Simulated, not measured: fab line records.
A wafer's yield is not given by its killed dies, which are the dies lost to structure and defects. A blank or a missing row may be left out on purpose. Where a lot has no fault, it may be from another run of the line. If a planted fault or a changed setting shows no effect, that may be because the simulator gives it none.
Which tool is to blame? + flow sky130 + 15 lots with 45 wafers sampled at 3 steps, on a route of 708 steps

## WHAT EACH GAUGE READ, for each wafer
SKY_SONOS_TUNNEL_OVL_MEAS_08. Usual: SONOS_TUNNEL_OVL gives -0.3 nm (standard deviation 1.6).
| lot  | measured     | on         | SONOS_TUNNEL_OVL (nm) | flag |
|------|--------------|------------|-----------------------|------|
| L237 | day 11 18:03 | overlay-02 | 0.0 -0.7 0.0          |      |
| L238 | day 11 18:11 | overlay-01 | -0.6 -1.3 0.2         |      |
| L241 | day 13 13:17 | overlay-02 | -2.8 -1.4 -3.9        |      |
| L242 | day 13 15:10 | overlay-02 | 2.8 2.9 0.8           |      |
| L243 | day 14 01:46 | overlay-01 | -1.5 -1.8 -2.2        |      |
| L244 | day 14 04:09 | overlay-01 | 1.4 1.7 1.6           |      |
| L246 | day 14 11:59 | overlay-01 | -3.1 -2.2 -1.9        |      |
| L250 | day 15 22:48 | overlay-01 | -0.7 -0.2 -1.3        |      |
| L251 | day 16 08:07 | overlay-02 | -1.8 -2.4 -3.0        |      |
| L252 | day 16 15:23 | overlay-01 | 1.3 2.8 -0.2          |      |
| L253 | day 17 01:38 | overlay-01 | 0.3 1.3 2.5           |      |
| L254 | day 17 08:26 | overlay-02 | -1.7 -2.4 -0.9        |      |
| L257 | day 18 11:40 | overlay-01 | 0.0 -0.3 -0.6         |      |
| L258 | day 18 16:46 | overlay-02 | 0.2 0.1 -0.1          |      |
| L259 | day 19 01:56 | overlay-01 | 1.7 -1.5 0.1          |      |

SKY_SONOS_ONO_OVL_MEAS_14. Usual: SONOS_ONO_OVL gives -0.2 nm (standard deviation 1.2).
| lot  | measured     | on         | SONOS_ONO_OVL (nm) | flag |
|------|--------------|------------|--------------------|------|
| L237 | day 13 00:30 | overlay-01 | 1.4 -1.0 -1.1      |      |
| L238 | day 12 23:47 | overlay-01 | 1.4 -0.4 -0.9      |      |
| L241 | day 14 21:04 | overlay-02 | 2.1 0.7 0.6        |      |
| L242 | day 14 23:08 | overlay-01 | -1.2 -0.9 -1.0     |      |
| L243 | day 15 09:29 | overlay-01 | -0.5 -2.3 -1.8     |      |
| L244 | day 15 15:22 | overlay-02 | 0.9 -2.7 0.6       |      |
| L246 | day 15 23:26 | overlay-01 | 0.2 -1.6 -2.5      |      |
| L250 | day 17 08:09 | overlay-01 | -2.7 -1.5 -3.9     |      |
| L251 | day 17 18:01 | overlay-01 | -2.0 -0.9 1.0      |      |
| L252 | day 18 02:23 | overlay-02 | -0.3 0.2 0.4       |      |
| L253 | day 18 13:16 | overlay-02 | 0.2 0.0 -0.9       |      |
| L254 | day 18 23:35 | overlay-02 | -0.8 0.0 0.4       |      |
| L257 | day 20 01:28 | overlay-02 | -0.9 0.0 0.2       |      |
| L258 | day 20 08:07 | overlay-01 | -1.4 0.2 -2.4      |      |
| L259 | day 20 13:17 | overlay-01 | 0.8 0.0 1.4        |      |

SKY_GATE_OXIDE_TW_MEAS_14. Usual: GATE_OXIDE_TW gives 223.7 (standard deviation 1.5).
| lot  | measured     | on            | GATE_OXIDE_TW     | flag |
|------|--------------|---------------|-------------------|------|
| L237 | day 14 06:02 | film_metro-02 | 224.2 224.6 224.4 |      |
| L238 | day 14 06:20 | film_metro-04 | 224.0 225.6 225.9 |      |
| L241 | day 16 03:31 | film_metro-04 | 225.6 225.5 225.9 |      |
| L242 | day 16 05:25 | film_metro-03 | 223.6 223.0 223.1 |      |
| L243 | day 16 16:35 | film_metro-03 | 222.9 223.6 220.9 |      |
| L244 | day 16 20:59 | film_metro-03 | 222.8 222.6 222.2 |      |
| L246 | day 17 05:46 | film_metro-04 | 225.5 225.6 224.6 |      |
| L250 | day 18 16:07 | film_metro-04 | 223.8 226.2 225.4 |      |
| L251 | day 19 02:12 | film_metro-04 | 224.5 225.3 223.9 |      |
| L252 | day 19 12:18 | film_metro-04 | 224.9 223.9 224.1 |      |
| L253 | day 19 22:08 | film_metro-03 | 223.8 223.2 222.4 |      |
| L254 | day 20 07:53 | film_metro-03 | 221.0 222.6 221.1 |      |
| L257 | day 21 09:34 | film_metro-02 | 222.8 223.2 223.2 |      |
| L258 | day 21 16:08 | film_metro-02 | 222.7 221.5 223.6 |      |
| L259 | day 21 22:17 | film_metro-04 | 225.2 225.2 225.0 |      |

## EACH LOT AND THE TOOL THAT RAN IT (in order: tool; ch and the chambers of the sampled wafers; start)
No process step before these readings appears in the record.

## AS READ BY THE TOOLS THEMSELVES (means over the sampled wafers that have a number; for cases with no such wafer, the mark the record gives instead)
The record holds no such reading with a usual standard deviation.

## THE ANSWER, worked out from the rows above alone
Rule: lot off if the mean of its wafers having a number is beyond 3 standard deviations from the usual mean. A lot without any number at a reading at which 4 lots or more have one is off too. All remaining lots with rows at the step are treated as sound. After the gauges, taken in route order, come the tools' own readings; for these a lot's mean is taken, as printed above. At the first step where some lot is off, the reading lying furthest off is the one used; lots without a number count as furthest.
Nothing can be told from this: no lot is off at any reading shown.

## WHAT THE SIMULATOR PUT IN
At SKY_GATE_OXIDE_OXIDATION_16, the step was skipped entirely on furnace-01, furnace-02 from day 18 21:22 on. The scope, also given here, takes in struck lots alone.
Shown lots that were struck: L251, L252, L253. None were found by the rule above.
